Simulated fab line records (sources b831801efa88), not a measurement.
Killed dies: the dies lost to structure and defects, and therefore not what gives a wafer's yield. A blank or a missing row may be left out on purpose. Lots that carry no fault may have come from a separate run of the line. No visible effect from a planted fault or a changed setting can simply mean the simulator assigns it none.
Which tool did it? | flow sky130 | 36 wafers from 12 lots sampled at 5 of the route's 708 steps

== WHAT EACH GAUGE READ, for each wafer ==
SKY_FIELD_ISO_THK_MEAS_23.
lot  | measured    | on           | FIELD_ISO_OXIDATION_01_THK (nm)
L708 | day 2 08:38 | filmMetro-03 | 10.40 10.24 10.22
L709 | day 2 13:49 | filmMetro-01 | 10.10 9.94 10.15
L710 | day 2 17:50 | filmMetro-01 | 10.09 9.82 10.06
L711 | day 2 21:54 | filmMetro-01 | 10.12 10.08 9.85
L713 | day 3 11:32 | filmMetro-04 | 10.13 10.13 10.34
L721 | day 5 04:01 | filmMetro-03 | 13.05 13.03 13.14
L722 | day 5 09:30 | filmMetro-01 | 13.08 13.47 13.29
L724 | day 5 22:44 | filmMetro-01 | 9.96 10.20 10.06
L727 | day 6 11:07 | filmMetro-04 | 10.07 9.89 10.01
L729 | day 6 23:35 | filmMetro-04 | 10.07 10.22 10.33
L730 | day 7 05:01 | filmMetro-04 | 10.25 10.20 10.02
L731 | day 7 05:01 | filmMetro-03 | 10.30 10.14 10.10

SKY_VT_ADJUST_LVTN_OVL_MEAS_18.
lot  | measured     | on         | VT_ADJUST_LVTN_01_OVL (nm)
L708 | day 7 13:21  | overlay-01 | 0.4 -1.5 -2.1
L709 | day 7 22:42  | overlay-01 | -0.3 -0.7 -0.3
L710 | day 8 02:44  | overlay-02 | 0.6 -0.6 -1.4
L711 | day 8 10:18  | overlay-02 | 0.0 0.2 -0.4
L713 | day 9 00:23  | overlay-02 | -2.3 -2.6 -0.9
L721 | day 11 15:36 | overlay-02 | -1.6 0.2 1.7
L722 | day 11 19:42 | overlay-01 | 2.0 0.1 -1.0
L724 | day 12 11:14 | overlay-01 | -1.4 1.0 -0.6
L727 | day 13 12:47 | overlay-02 | -0.3 0.3 -3.2
L729 | day 13 22:59 | overlay-01 | -1.5 -1.1 -2.1
L730 | day 14 04:35 | overlay-02 | 0.6 0.3 0.1
L731 | day 14 04:26 | overlay-01 | 2.0 0.0 -0.4

SKY_RES_PROTECT_TW_MEAS_08.
lot  | measured     | on           | POLY_GATE_TW
L708 | day 14 23:50 | filmMetro-04 | 4036 4021 4004
L709 | day 15 10:51 | filmMetro-04 | 4047 4057 4029
L710 | day 15 13:56 | filmMetro-03 | 4041 4019 3987
L711 | day 16 03:26 | filmMetro-04 | 4035 4026 4033
L713 | day 16 17:41 | filmMetro-02 | 4045 4055 4055
L721 | day 20 03:28 | filmMetro-02 | 4098 4082 4067
L722 | day 20 10:45 | filmMetro-03 | 4041 4044 4047
L724 | day 21 03:17 | filmMetro-04 | 4038 4044 4042
L727 | day 22 13:29 | filmMetro-03 | 4044 4045 4038
L729 | day 23 02:23 | filmMetro-02 | 4116 4092 4090
L730 | day 23 07:29 | filmMetro-02 | 4103 4117 4091
L731 | day 23 03:38 | filmMetro-03 | 4035 4037 4015

== WHICH TOOL RAN EACH LOT (tool, then ch and the chambers of the sampled wafers, then the start) ==
lot  | SKY_FIELD_ISO_OXIDATION_22   | SKY_VT_ADJUST_LVTN_STRIP_09
L708 | furnace-01 ch 0, day 2 07:27 | plasmaAsher-01 ch 0,1, day 6 18:34
L709 | furnace-01 ch 0, day 2 12:38 | plasmaAsher-01 ch 0,1, day 7 02:14
L710 | furnace-01 ch 0, day 2 16:39 | plasmaAsher-04 ch 0,1, day 7 06:23
L711 | furnace-01 ch 0, day 2 20:43 | plasmaAsher-03 ch 0,1, day 7 14:04
L713 | furnace-01 ch 0, day 3 10:22 | plasmaAsher-04 ch 0,1, day 8 03:25
L721 | furnace-01 ch 0, day 5 02:49 | plasmaAsher-01 ch 0,1, day 10 15:27
L722 | furnace-01 ch 0, day 5 08:18 | plasmaAsher-03 ch 0,1, day 10 20:12
L724 | furnace-02 ch 0, day 5 21:34 | plasmaAsher-04 ch 0,1, day 11 11:02
L727 | furnace-02 ch 0, day 6 09:56 | plasmaAsher-04 ch 0,1, day 12 11:58
L729 | furnace-02 ch 0, day 6 22:24 | plasmaAsher-03 ch 0,1, day 12 22:25
L730 | furnace-02 ch 0, day 7 03:50 | plasmaAsher-01 ch 0,1, day 13 02:49
L731 | furnace-02 ch 0, day 7 03:50 | plasmaAsher-04 ch 0, day 13 02:28
- SKY_FIELD_ISO_OXIDATION_22: stabilise 600 s, purge 300 s, target thk 10 nm.
- SKY_VT_ADJUST_LVTN_STRIP_09: strips in O2/N2.

== AS READ BY THE TOOLS THEMSELVES (means over the sampled wafers that have a number; for cases with no such wafer, the mark the record gives instead) ==
SKY_FIELD_ISO_OXIDATION_22.
lot  | tool       | spikeTcUpperC (C) | zonePowerBottomPct (%) | zonePowerUpperPct (%)
L708 | furnace-01 | 947.7             | 31                     | 20.6
L709 | furnace-01 | 945.5             | 30                     | 20.4
L710 | furnace-01 | 947.0             | 31                     | 20.4
L711 | furnace-01 | 947.4             | 31                     | 20.5
L713 | furnace-01 | 946.7             | 30                     | 20.2
L721 | furnace-01 | 948.2             | 31                     | 20.3
L722 | furnace-01 | 946.8             | 30                     | 20.3
L724 | furnace-02 | 948.8             | 40                     | 16.0
L727 | furnace-02 | 948.1             | 41                     | 16.2
L729 | furnace-02 | 949.5             | 41                     | 16.2
L730 | furnace-02 | 948.7             | 40                     | 16.2
L731 | furnace-02 | 947.3             | 40                     | 16.1

SKY_VT_ADJUST_LVTN_STRIP_09.
lot  | tool           | drypumpMotorCurrentA (A) | oesProductAu (a.u.) | stripTimeToEndpointS (s)
L708 | plasmaAsher-01 | 5.73                     | 0.722               | 37.02
L709 | plasmaAsher-01 | 5.89                     | 0.723               | 36.78
L710 | plasmaAsher-04 | 6.13                     | 0.725               | 37.08
L711 | plasmaAsher-03 | 6.29                     | 0.720               | 36.96
L713 | plasmaAsher-04 | 6.05                     | 0.725               | 37.01
L721 | plasmaAsher-01 | 5.89                     | 0.726               | 36.85
L722 | plasmaAsher-03 | 6.17                     | 0.719               | 36.95
L724 | plasmaAsher-04 | 6.08                     | 0.721               | 36.84
L727 | plasmaAsher-04 | 6.15                     | 0.724               | 36.83
L729 | plasmaAsher-03 | 6.31                     | 0.724               | 36.90
L730 | plasmaAsher-01 | 5.72                     | 0.720               | 36.99
L731 | plasmaAsher-04 | 6.25                     | 0.721               | 36.91

== THE ANSWER, worked out from the rows above alone ==
Rule: what is usual is taken from the lots themselves. The widest of any qualifying gaps counts: lots, ordered by their means at a reading, are off when they make up no more than a third of the lots, leave a main group of 4 or more, and stand apart from it by 3 or more times the standard deviation of that group's means. A main group is skipped when, at the precision printed for the reading in the tables above, its means are all equal. A lot without any number at a reading at which 4 lots or more have one is off too. Where the step has rows for the other lots, those lots are counted as sound. First the gauges in route order, then the tools' own readings, where a lot's mean is used as printed above. The first step at which some lot is off is used, and at that step the reading that is off furthest; a lot without a number counts as furthest.
Off: L721, L722, seen at SKY_FIELD_ISO_THK_MEAS_23 (FIELD_ISO_OXIDATION_01_THK). Mean 10.12 nm and standard deviation 0.098 in the main group.
A tool fits if, at a process step before that reading, it ran every lot that is off, and no sound lot after the first of them. The gauges at SKY_FIELD_ISO_THK_MEAS_23 are tried like those tools. One candidate fits, namely furnace-01 at SKY_FIELD_ISO_OXIDATION_22. Its last sound lot is L713 (day 3 10:22), its first lot that is off L721 (day 5 02:49): a fault that began between those two fits.

== WHAT WAS PUT IN BY THE SIMULATOR ==
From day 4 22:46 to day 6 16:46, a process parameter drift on furnace-01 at SKY_FIELD_ISO_OXIDATION_22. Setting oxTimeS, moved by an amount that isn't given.
Lots struck among those shown: L721, L722. The rule given above showed the same thing.
